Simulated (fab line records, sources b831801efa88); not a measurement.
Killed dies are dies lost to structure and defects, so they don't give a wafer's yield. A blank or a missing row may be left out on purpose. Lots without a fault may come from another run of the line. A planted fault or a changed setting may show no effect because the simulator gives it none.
Which tool did it? | flow gf180mcu | 11 lots, 33 wafers sampled, at 4 steps of a route of 602

WHAT THE GAUGES READ, wafer by wafer
GF_V3_RS_MEAS_24: measures by four-point-probe.
lot  | measured     | on            | V3_W_RS (ohm/sq)
L451 | day 22 19:01 | film_metro-03 | 0.330 0.337 0.331
L452 | day 23 02:52 | film_metro-04 | 0.336 0.330 0.333
L454 | day 23 22:06 | film_metro-04 | 0.338 0.322 0.335
L457 | day 25 04:58 | film_metro-03 | 0.324 0.341 0.340
L459 | day 25 13:44 | film_metro-01 | 0.340 0.331 0.329
L460 | day 25 21:18 | film_metro-03 | 0.330 0.332 0.331
L461 | day 26 04:53 | film_metro-01 | 0.332 0.335 0.335
L465 | day 27 03:31 | film_metro-01 | 0.197 0.327 0.199
L466 | day 27 12:47 | film_metro-03 | 0.197 0.198 0.197
L467 | day 27 20:31 | film_metro-03 | 0.330 0.325 0.331
L470 | day 28 12:34 | film_metro-03 | 0.330 0.332 0.332

GF_V3_THK_MEAS_25: measures by xrf.
lot  | measured     | on            | V3_W_THK (nm)
L451 | day 22 19:08 | film_metro-03 | 335 331 336
L452 | day 23 02:59 | film_metro-04 | 324 329 328
L454 | day 23 22:13 | film_metro-04 | 322 336 325
L457 | day 25 05:04 | film_metro-03 | 342 325 327
L459 | day 25 13:51 | film_metro-01 | 324 332 333
L460 | day 25 21:25 | film_metro-03 | 338 336 335
L461 | day 26 05:00 | film_metro-01 | 327 328 328
L465 | day 27 03:37 | film_metro-01 | 544 338 533
L466 | day 27 12:54 | film_metro-03 | 547 545 551
L467 | day 27 20:38 | film_metro-03 | 336 342 336
L470 | day 28 12:41 | film_metro-03 | 335 335 333

WHICH TOOL RAN EACH LOT (tool, then ch and the chambers of the sampled wafers, then the start)
lot  | GF_V3_CVD_02                    | GF_V3_CVD_23
L451 | pecvd-04 ch 0,1, day 21 17:46   | cvd_w-02 ch 0,1, day 22 18:54
L452 | pecvd-03 ch 1,2, day 22 01:28   | cvd_w-02 ch 0,1, day 23 02:45
L454 | pecvd-03 ch 1,2, day 22 21:44   | cvd_w-01 ch 0,1, day 23 21:59
L457 | pecvd-03 ch 1,2, day 24 05:16   | cvd_w-01 ch 0,1, day 25 04:52
L459 | pecvd-02 ch 1,2, day 24 14:33   | cvd_w-02 ch 0,1, day 25 13:37
L460 | pecvd-04 ch 0,1, day 24 22:27   | cvd_w-02 ch 0,1, day 25 21:10
L461 | pecvd-03 ch 0,2, day 25 06:44   | cvd_w-02 ch 1, day 26 04:39
L465 | pecvd-04 ch 0,2, day 26 05:25   | cvd_w-01 ch 0,1, day 27 03:24
L466 | pecvd-03 ch 0,2, day 26 15:10   | cvd_w-01 ch 0, day 27 12:40
L467 | pecvd-03 ch 0,1,2, day 26 22:40 | cvd_w-02 ch 0, day 27 20:17
L470 | pecvd-04 ch 1,2, day 27 15:58   | cvd_w-02 ch 0,1, day 28 12:26
- GF_V3_CVD_02: deposits SiO2 from TEOS, target thk 850 nm, time 94.851 s.
- GF_V3_CVD_23: deposits W, target thk 350 nm, time 104.9 s.

WHAT THE TOOLS THEMSELVES READ (means of the sampled wafers that have a number; where no wafer has one, the mark that the record gives instead)
GF_V3_CVD_02.
lot  | tool     | heater_power_w (W) | rf_fwd_power_W (W)
L451 | pecvd-04 | 681                | 595.3
L452 | pecvd-03 | 613                | 594.9
L454 | pecvd-03 | 603                | 597.4
L457 | pecvd-03 | 646                | 596.7
L459 | pecvd-02 | 444                | 595.0
L460 | pecvd-04 | 687                | 594.8
L461 | pecvd-03 | 642                | 598.1
L465 | pecvd-04 | 679                | 597.4
L466 | pecvd-03 | 713                | 597.1
L467 | pecvd-03 | 666                | 595.0
L470 | pecvd-04 | 741                | 595.9

GF_V3_CVD_23.
lot  | tool     | heater_power_w (W)
L451 | cvd_w-02 | 829
L452 | cvd_w-02 | 834
L454 | cvd_w-01 | 841
L457 | cvd_w-01 | 841
L459 | cvd_w-02 | 834
L460 | cvd_w-02 | 832
L461 | cvd_w-02 | 822
L465 | cvd_w-01 | 852
L466 | cvd_w-01 | 761
L467 | cvd_w-02 | 866
L470 | cvd_w-02 | 839

THE ANSWER, worked out from the rows above alone
Rule: what is usual is taken from the lots themselves. Put in order of their means at a reading, lots are off if they are a third of the lots or fewer, leave a main group of 4 or more, and stand apart from it by a gap of 3 or more times the standard deviation of the main group's means; of several such gaps the widest counts. A main group whose means are all the same, to the digits that the tables above print for the reading, isn't used. A lot without any number at a reading at which 4 lots or more have one is off too. The other lots that the step has rows for count as sound. The gauges are gone through in route order, then the tools' own readings, and for those a lot's mean is taken as printed above. The first step at which some lot is off is used, and at that step the reading that is off furthest; a lot without a number counts as furthest.
Off: L465, L466, at GF_V3_RS_MEAS_24 (V3_W_RS). The main group: mean 0.332 ohm/sq, standard deviation 0.0018.
A tool fits if, at a process step before that reading, it ran every lot that is off, and no sound lot after the first of them. The gauges at GF_V3_RS_MEAS_24 are tried like those tools. One fits: cvd_w-01 at GF_V3_CVD_23. Its last sound lot is L457 (day 25 04:52), its first lot that is off L465 (day 27 03:24): a fault that began between those two fits.

WHAT THE SIMULATOR HAD PUT IN
Process parameter drift: cvd_w-01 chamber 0, from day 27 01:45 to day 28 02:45, at GF_V3_CVD_23. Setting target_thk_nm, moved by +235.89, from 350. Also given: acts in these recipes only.
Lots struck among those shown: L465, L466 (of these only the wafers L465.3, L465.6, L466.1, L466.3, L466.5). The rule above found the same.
